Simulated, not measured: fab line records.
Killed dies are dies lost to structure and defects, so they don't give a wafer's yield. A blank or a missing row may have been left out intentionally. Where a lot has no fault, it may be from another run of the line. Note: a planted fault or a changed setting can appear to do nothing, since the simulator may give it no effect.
Which tool was responsible? + flow sky130 + Sampling: 13 lots, 39 wafers, 7 of 708 route steps

WHAT EACH GAUGE READ, for each wafer
SKY_SONOS_ONO_THK_MEAS_01. Usual: SONOS_ONO_OXIDATION_THK gives 2.57 nm (standard deviation 0.065).
| lot  | measured     | on            | SONOS_ONO_OXIDATION_THK (nm) | flag |
|------|--------------|---------------|------------------------------|------|
| L693 | day 11 11:56 | film metro-02 | 2.42 2.56 2.41               |      |
| L694 | day 12 04:52 | film metro-01 | 2.55 2.61 2.59               |      |
| L695 | day 12 11:47 | film metro-04 | 2.45 2.48 2.48               |      |
| L696 | day 12 20:34 | film metro-04 | 2.59 2.68 2.61               |      |
| L697 | day 12 20:34 | film metro-01 | 2.56 2.59 2.58               |      |
| L698 | day 13 08:50 | film metro-04 | 2.59 2.62 2.61               |      |
| L699 | day 13 22:44 | film metro-02 | 2.56 2.57 2.51               |      |
| L700 | day 14 05:38 | film metro-02 | 2.51 2.53 2.53               |      |
| L706 | day 16 00:21 | film metro-02 | 2.60 2.52 2.43               |      |
| L707 | day 16 03:13 | film metro-02 | 2.56 2.57 2.59               |      |
| L709 | day 16 15:15 | film metro-02 | 2.50 2.50 2.45               |      |
| L711 | day 17 15:44 | film metro-02 | 2.59 2.52 2.50               |      |
| L715 | day 18 13:48 | film metro-01 | 2.60 2.56 2.58               |      |

SKY_LDD_N_OVL_MEAS_07. Usual: LDD_N_OVL gives -0.7 nm (standard deviation 1.6).
| lot  | measured     | on         | LDD_N_OVL (nm) | flag |
|------|--------------|------------|----------------|------|
| L693 | day 18 01:40 | overlay-02 | -0.7 -0.8 -1.4 |      |
| L694 | day 19 00:24 | overlay-02 | -2.0 -3.9 -4.6 |      |
| L695 | day 18 20:40 | overlay-01 | 0.5 0.1 -1.7   |      |
| L696 | day 19 10:06 | overlay-02 | -0.2 -0.3 -0.4 |      |
| L697 | day 19 10:02 | overlay-01 | -1.0 -1.3 -2.2 |      |
| L698 | day 19 17:57 | overlay-02 | -3.0 -4.6 -2.6 |      |
| L699 | day 20 12:24 | overlay-02 | -0.9 -1.2 -0.5 |      |
| L700 | day 20 20:48 | overlay-02 | 1.9 0.6 0.9    |      |
| L706 | day 22 17:44 | overlay-02 | -1.4 -3.0 -0.8 |      |
| L707 | day 22 21:44 | overlay-01 | -0.7 0.4 -1.4  |      |
| L709 | day 23 11:37 | overlay-02 | -1.8 -3.6 0.8  |      |
| L711 | day 24 12:57 | overlay-02 | -0.8 -3.9 -0.9 |      |
| L715 | day 25 10:08 | overlay-01 | 3.4 3.2 0.5    |      |

SKY_LDD_HVN_OVL_MEAS_07. Usual: LDD_HVN_OVL gives -1.0 nm (standard deviation 1.3).
| lot  | measured     | on         | LDD_HVN_OVL (nm) | flag |
|------|--------------|------------|------------------|------|
| L693 | day 20 16:31 | overlay-02 | -3.0 -2.0 -3.6   |      |
| L694 | day 21 16:01 | overlay-01 | -0.6 0.5 -1.9    |      |
| L695 | day 21 12:22 | overlay-01 | -2.3 -3.5 -3.0   |      |
| L696 | day 22 01:29 | overlay-01 | - - -            | OFF  |
| L697 | day 21 23:16 | overlay-02 | -1.7 -1.6 -0.6   |      |
| L698 | day 22 07:43 | overlay-02 | -1.8 -1.0 -1.9   |      |
| L699 | day 23 02:53 | overlay-01 | -1.0 -1.4 -1.8   |      |
| L700 | day 23 10:47 | overlay-01 | -0.9 -0.1 -1.9   |      |
| L706 | day 25 07:02 | overlay-01 | -1.9 -0.4 -0.9   |      |
| L707 | day 25 10:32 | overlay-02 | -1.2 -0.7 -1.5   |      |
| L709 | day 26 00:05 | overlay-02 | 0.8 -2.3 -2.0    |      |
| L711 | day 27 00:08 | overlay-02 | 0.8 -2.8 -1.2    |      |
| L715 | day 27 21:44 | overlay-02 | -1.4 -1.9 -1.7   |      |

SKY_LDD_HVN_TW_MEAS_10. Usual: LDD_HVN_TW gives 1433 (standard deviation 13).
| lot  | measured     | on            | LDD_HVN_TW     | flag |
|------|--------------|---------------|----------------|------|
| L693 | day 20 16:47 | film metro-03 | 1420 1414 1420 |      |
| L694 | day 21 16:19 | film metro-01 | 1435 1439 1438 |      |
| L695 | day 21 12:39 | film metro-03 | 1416 1414 1421 |      |
| L696 | day 22 01:47 | film metro-03 | 30 30 30       | OFF  |
| L697 | day 21 23:34 | film metro-03 | 1414 1420 1424 |      |
| L698 | day 22 08:00 | film metro-02 | 1443 1443 1445 |      |
| L699 | day 23 03:10 | film metro-02 | 1455 1456 1451 |      |
| L700 | day 23 11:05 | film metro-03 | 1427 1425 1430 |      |
| L706 | day 25 07:20 | film metro-03 | 1428 1426 1428 |      |
| L707 | day 25 10:50 | film metro-01 | 1430 1438 1435 |      |
| L709 | day 26 00:23 | film metro-02 | 1443 1446 1447 |      |
| L711 | day 27 00:25 | film metro-01 | 1429 1433 1427 |      |
| L715 | day 27 22:01 | film metro-01 | 1433 1419 1427 |      |

SKY_LDD_LDN_TW_MEAS_13. Usual: LDD_LDN_TW gives 1485 (standard deviation 12).
| lot  | measured     | on            | LDD_LDN_TW     | flag |
|------|--------------|---------------|----------------|------|
| L693 | day 23 05:37 | film metro-04 | 1497 1507 1496 |      |
| L694 | day 24 05:22 | film metro-01 | 1477 1474 1469 |      |
| L695 | day 24 01:31 | film metro-01 | 1475 1478 1479 |      |
| L696 | day 24 14:53 | film metro-02 | 1828 1837 1834 | OFF  |
| L697 | day 24 12:17 | film metro-01 | 1470 1473 1470 |      |
| L698 | day 24 19:59 | film metro-01 | 1473 1471 1473 |      |
| L699 | day 25 14:53 | film metro-04 | 1510 1512 1510 |      |
| L700 | day 25 22:47 | film metro-02 | 1487 1490 1485 |      |
| L706 | day 27 18:26 | film metro-01 | 1469 1469 1467 |      |
| L707 | day 27 22:10 | film metro-04 | 1493 1492 1499 |      |
| L709 | day 28 09:59 | film metro-01 | 1480 1474 1477 |      |
| L711 | day 29 09:26 | film metro-01 | 1472 1484 1480 |      |
| L715 | day 30 06:55 | film metro-02 | 1485 1495 1496 |      |

EACH LOT AND THE TOOL THAT RAN IT (in order: tool; ch and the chambers of the sampled wafers; start)
| lot  | SKY_SONOS_ONO_STRIP_17               | SKY_LDD_HVN_EXPOSE_04               |
|------|--------------------------------------|-------------------------------------|
| L693 | plasma asher-04 ch 1, day 12 15:26   | iline stepper-01 ch 0, day 20 01:31 |
| L694 | plasma asher-03 ch 0,1, day 13 08:35 | iline stepper-02 ch 0, day 21 00:40 |
| L695 | plasma asher-04 ch 0,1, day 13 17:15 | iline stepper-02 ch 0, day 20 21:24 |
| L696 | plasma asher-04 ch 0,1, day 14 00:26 | iline stepper-02 ch 0, day 21 10:33 |
| L697 | plasma asher-03 ch 0,1, day 14 00:46 | iline stepper-02 ch 0, day 21 08:59 |
| L698 | plasma asher-02 ch 0,1, day 14 12:48 | iline stepper-02 ch 0, day 21 17:18 |
| L699 | plasma asher-02 ch 0,1, day 15 04:07 | iline stepper-02 ch 0, day 22 11:44 |
| L700 | plasma asher-02 ch 0,1, day 15 11:24 | iline stepper-01 ch 0, day 22 19:31 |
| L706 | plasma asher-04 ch 0,1, day 17 06:39 | iline stepper-02 ch 0, day 24 16:26 |
| L707 | plasma asher-02 ch 0,1, day 17 11:06 | iline stepper-02 ch 0, day 24 19:52 |
| L709 | plasma asher-03 ch 0,1, day 17 22:38 | iline stepper-02 ch 0, day 25 09:52 |
| L711 | plasma asher-02 ch 0,1, day 19 01:13 | iline stepper-01 ch 0, day 26 09:50 |
| L715 | plasma asher-04 ch 0,1, day 19 23:31 | iline stepper-01 ch 0, day 27 07:07 |
- SKY_SONOS_ONO_STRIP_17: strips in O2/N2.
- SKY_LDD_HVN_EXPOSE_04: exposes mask HVNTM, target cd 700 nm.

WHAT THE TOOLS THEMSELVES READ (means of the sampled wafers that have a number; where no wafer has one, the mark that the record gives instead)
SKY_SONOS_ONO_STRIP_17. Usual: drypump motor current A 5.9 A, standard deviation 0.59; oes product au 0.710 a.u., standard deviation 0.0045; strip time to endpoint s 14.10 s, standard deviation 0.043.
| lot  | tool            | drypump motor current A (A) | oes product au (a.u.) | strip time to endpoint s (s) | flag |
|------|-----------------|-----------------------------|-----------------------|------------------------------|------|
| L693 | plasma asher-04 | 6.7                         | 0.711                 | 14.10                        |      |
| L694 | plasma asher-03 | 5.9                         | 0.707                 | 14.05                        |      |
| L695 | plasma asher-04 | 6.2                         | 0.711                 | 14.18                        |      |
| L696 | plasma asher-04 | 6.2                         | 0.710                 | 14.08                        |      |
| L697 | plasma asher-03 | 5.9                         | 0.706                 | 14.13                        |      |
| L698 | plasma asher-02 | 6.2                         | 0.710                 | 14.11                        |      |
| L699 | plasma asher-02 | 6.0                         | 0.708                 | 14.13                        |      |
| L700 | plasma asher-02 | 6.0                         | 0.710                 | 14.15                        |      |
| L706 | plasma asher-04 | 5.7                         | 0.712                 | 14.11                        |      |
| L707 | plasma asher-02 | 6.3                         | 0.708                 | 14.14                        |      |
| L709 | plasma asher-03 | 5.6                         | 0.711                 | 14.10                        |      |
| L711 | plasma asher-02 | 6.0                         | 0.709                 | 14.08                        |      |
| L715 | plasma asher-04 | 6.2                         | 0.710                 | 14.09                        |      |

THE ANSWER, worked out from the rows above alone
Rule: a lot counts as off when the mean over its wafers that have a number is more than 3 standard deviations away from the usual mean. A lot without any number at a reading at which 4 lots or more have one is off too. Where the step has rows for the other lots, those lots are counted as sound. Order of review: gauges by route order, followed by the tools' own readings, for which a lot's mean as printed above is used. The first step at which some lot is off is used, and at that step the reading that is off furthest; a lot without a number counts as furthest.
Off: L696, at SKY_LDD_HVN_OVL_MEAS_07 (LDD_HVN_OVL). Without a number there: L696.
If a tool, at a process step before that reading, ran all the lots that are off and no sound lot after the first of them, it fits. Not tried: the gauges at SKY_LDD_HVN_OVL_MEAS_07; whatever is off there is also off at SKY_LDD_HVN_TW_MEAS_10, on other tools, and gauge error can't account for it. None of those tried fits.

WHAT WAS PUT IN BY THE SIMULATOR
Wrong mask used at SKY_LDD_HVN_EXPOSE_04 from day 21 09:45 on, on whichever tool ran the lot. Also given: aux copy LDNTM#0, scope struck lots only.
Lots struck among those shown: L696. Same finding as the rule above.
